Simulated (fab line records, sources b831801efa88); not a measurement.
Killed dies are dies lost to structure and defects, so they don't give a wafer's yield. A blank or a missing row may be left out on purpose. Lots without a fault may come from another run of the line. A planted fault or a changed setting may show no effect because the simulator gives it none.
Which tool did it? | flow sky130 | 13 lots, 39 wafers sampled, at 5 steps of a route of 708

WHAT THE GAUGES READ, wafer by wafer
SKY_VT_ADJUST_NCORE_TW_MEAS_11.
lot  | measured     | on            | VT_ADJUST_NCORE_TW
L826 | day 8 18:43  | film_metro-03 | 218.7 218.2 219.4
L827 | day 8 23:03  | film_metro-02 | 217.9 218.7 218.7
L828 | day 9 06:54  | film_metro-03 | 217.6 217.3 217.4
L832 | day 10 15:46 | film_metro-02 | 218.2 219.3 218.4
L833 | day 10 22:51 | film_metro-02 | 160.6 159.8 159.9
L835 | day 11 11:02 | film_metro-03 | 160.8 161.4 161.9
L839 | day 13 07:10 | film_metro-03 | 218.9 219.3 218.8
L840 | day 13 12:57 | film_metro-01 | 214.9 216.3 215.2
L841 | day 13 14:27 | film_metro-02 | 219.6 218.4 218.9
L844 | day 14 12:36 | film_metro-02 | 219.8 219.1 219.7
L846 | day 14 19:22 | film_metro-02 | 220.5 219.7 218.9
L847 | day 15 04:09 | film_metro-03 | 215.0 217.2 216.2
L848 | day 15 11:04 | film_metro-03 | 215.9 215.7 216.7

SKY_METAL2_RS_MEAS_05: measures by four-point-probe.
lot  | measured     | on            | METAL2_ALCU_RS (ohm/sq)
L826 | day 34 06:46 | film_metro-04 | 0.1281 0.1267 0.1274
L827 | day 34 13:33 | film_metro-03 | 0.1268 0.1276 0.1248
L828 | day 34 20:20 | film_metro-03 | 0.1246 0.1244 0.1259
L832 | day 36 11:51 | film_metro-04 | 0.1252 0.1287 0.1279
L833 | day 36 17:02 | film_metro-02 | 0.1281 0.1284 0.1250
L835 | day 37 08:47 | film_metro-04 | 0.1253 0.1247 0.1256
L839 | day 39 06:39 | film_metro-02 | 0.1239 0.1263 0.1239
L840 | day 39 09:12 | film_metro-03 | 0.1271 0.1275 0.1268
L841 | day 39 17:12 | film_metro-04 | 0.1261 0.1268 0.1246
L844 | day 40 05:20 | film_metro-02 | 0.1248 0.1236 0.1257
L846 | day 40 10:37 | film_metro-03 | 0.1278 0.1289 0.1260
L847 | day 40 22:53 | film_metro-03 | 0.1276 0.1272 0.1271
L848 | day 41 05:38 | film_metro-02 | 0.1250 0.1257 0.1239

WHICH TOOL RAN EACH LOT (tool, then ch and the chambers of the sampled wafers, then the start)
lot  | SKY_VT_ADJUST_NCORE_IMPLANT_09  | SKY_VIA1_CMP_02               | SKY_METAL2_SPUTTER_02
L826 | implanter-03 ch 0, day 8 18:28  | cmp-01 ch 1,2, day 33 01:02   | pvd_sputter-02, day 34 06:40
L827 | implanter-02 ch 0, day 8 22:48  | cmp-01 ch 0,1,2, day 33 09:34 | pvd_sputter-01, day 34 13:28
L828 | implanter-03 ch 0, day 9 06:39  | cmp-01 ch 1,3, day 33 15:31   | pvd_sputter-04, day 34 20:14
L832 | implanter-03 ch 0, day 10 15:31 | cmp-01 ch 1,3, day 35 07:30   | pvd_sputter-01, day 36 11:44
L833 | implanter-02 ch 0, day 10 22:36 | cmp-02 ch 0,2,3, day 35 13:45 | pvd_sputter-01, day 36 16:57
L835 | implanter-02 ch 0, day 11 10:49 | cmp-01 ch 1,2,3, day 36 04:59 | pvd_sputter-04, day 37 08:38
L839 | implanter-03 ch 0, day 13 06:55 | cmp-01 ch 0,2,3, day 38 03:59 | pvd_sputter-01, day 39 06:32
L840 | implanter-01 ch 0, day 13 12:42 | cmp-02 ch 0,1,2, day 38 05:47 | pvd_sputter-02, day 39 09:07
L841 | implanter-03 ch 0, day 13 14:12 | cmp-02 ch 1,2,3, day 38 14:17 | pvd_sputter-01, day 39 17:07
L844 | implanter-02 ch 0, day 14 12:21 | cmp-02 ch 0,2,3, day 39 03:02 | pvd_sputter-02, day 40 05:14
L846 | implanter-02 ch 0, day 14 19:08 | cmp-01 ch 0,2,3, day 39 08:03 | pvd_sputter-02, day 40 10:31
L847 | implanter-03 ch 0, day 15 03:54 | cmp-01 ch 0,2, day 39 19:31   | pvd_sputter-04, day 40 22:47
L848 | implanter-01 ch 0, day 15 10:51 | cmp-01 ch 2,3, day 40 02:01   | pvd_sputter-01, day 41 05:29
- SKY_VT_ADJUST_NCORE_IMPLANT_09
- SKY_VIA1_CMP_02: polishes SiO2.
- SKY_METAL2_SPUTTER_02: material AlCu, target thk 250 nm, time 13.3 s.

WHAT THE TOOLS THEMSELVES READ (means of the sampled wafers that have a number; where no wafer has one, the mark that the record gives instead)
SKY_VT_ADJUST_NCORE_IMPLANT_09.
lot  | tool         | dose_ions_cm2 | faraday_current_uA
L826 | implanter-03 | 2.3995e+12    | 13.35
L827 | implanter-02 | 2.4010e+12    | 13.44
L828 | implanter-03 | 2.4002e+12    | 13.61
L832 | implanter-03 | 2.3982e+12    | 13.35
L833 | implanter-02 | 7.8997e+11    | 4.47
L835 | implanter-02 | 7.8887e+11    | 4.48
L839 | implanter-03 | 2.4003e+12    | 13.69
L840 | implanter-01 | 2.4009e+12    | 13.36
L841 | implanter-03 | 2.4009e+12    | 13.30
L844 | implanter-02 | 2.4004e+12    | 13.38
L846 | implanter-02 | 2.3982e+12    | 13.43
L847 | implanter-03 | 2.4009e+12    | 13.23
L848 | implanter-01 | 2.3981e+12    | 13.59

SKY_VIA1_CMP_02.
lot  | tool   | motor_current_A (A)
L826 | cmp-01 | 12.2
L827 | cmp-01 | 12.4
L828 | cmp-01 | 13.3
L832 | cmp-01 | 13.5
L833 | cmp-02 | 12.4
L835 | cmp-01 | 13.2
L839 | cmp-01 | 13.0
L840 | cmp-02 | 13.2
L841 | cmp-02 | 12.4
L844 | cmp-02 | 12.5
L846 | cmp-01 | 12.9
L847 | cmp-01 | 12.4
L848 | cmp-01 | 13.6

SKY_METAL2_SPUTTER_02.
lot  | tool           | throttle_valve_pct (%)
L826 | pvd_sputter-02 | 30.1
L827 | pvd_sputter-01 | 29.2
L828 | pvd_sputter-04 | 30.6
L832 | pvd_sputter-01 | 29.3
L833 | pvd_sputter-01 | 29.1
L835 | pvd_sputter-04 | 28.7
L839 | pvd_sputter-01 | 28.0
L840 | pvd_sputter-02 | 29.8
L841 | pvd_sputter-01 | 28.6
L844 | pvd_sputter-02 | 30.1
L846 | pvd_sputter-02 | 30.3
L847 | pvd_sputter-04 | 29.2
L848 | pvd_sputter-01 | 29.0

THE ANSWER, worked out from the rows above alone
Rule: what is usual is taken from the lots themselves. Put in order of their means at a reading, lots are off if they are a third of the lots or fewer, leave a main group of 4 or more, and stand apart from it by a gap of 3 or more times the standard deviation of the main group's means; of several such gaps the widest counts. A main group whose means are all the same, to the digits that the tables above print for the reading, isn't used. A lot without any number at a reading at which 4 lots or more have one is off too. The other lots that the step has rows for count as sound. The gauges are gone through in route order, then the tools' own readings, and for those a lot's mean is taken as printed above. The first step at which some lot is off is used, and at that step the reading that is off furthest; a lot without a number counts as furthest.
Off: L833, L835, at SKY_VT_ADJUST_NCORE_TW_MEAS_11 (VT_ADJUST_NCORE_TW). The main group: mean 218.0, standard deviation 1.4.
A tool fits if, at a process step before that reading, it ran every lot that is off, and no sound lot after the first of them. The gauges at SKY_VT_ADJUST_NCORE_TW_MEAS_11 aren't tried: what is off there is off at SKY_VT_ADJUST_NCORE_IMPLANT_09 too, on other tools, and a gauge's error can't cause that. None of those tried fits.

WHAT THE SIMULATOR HAD PUT IN
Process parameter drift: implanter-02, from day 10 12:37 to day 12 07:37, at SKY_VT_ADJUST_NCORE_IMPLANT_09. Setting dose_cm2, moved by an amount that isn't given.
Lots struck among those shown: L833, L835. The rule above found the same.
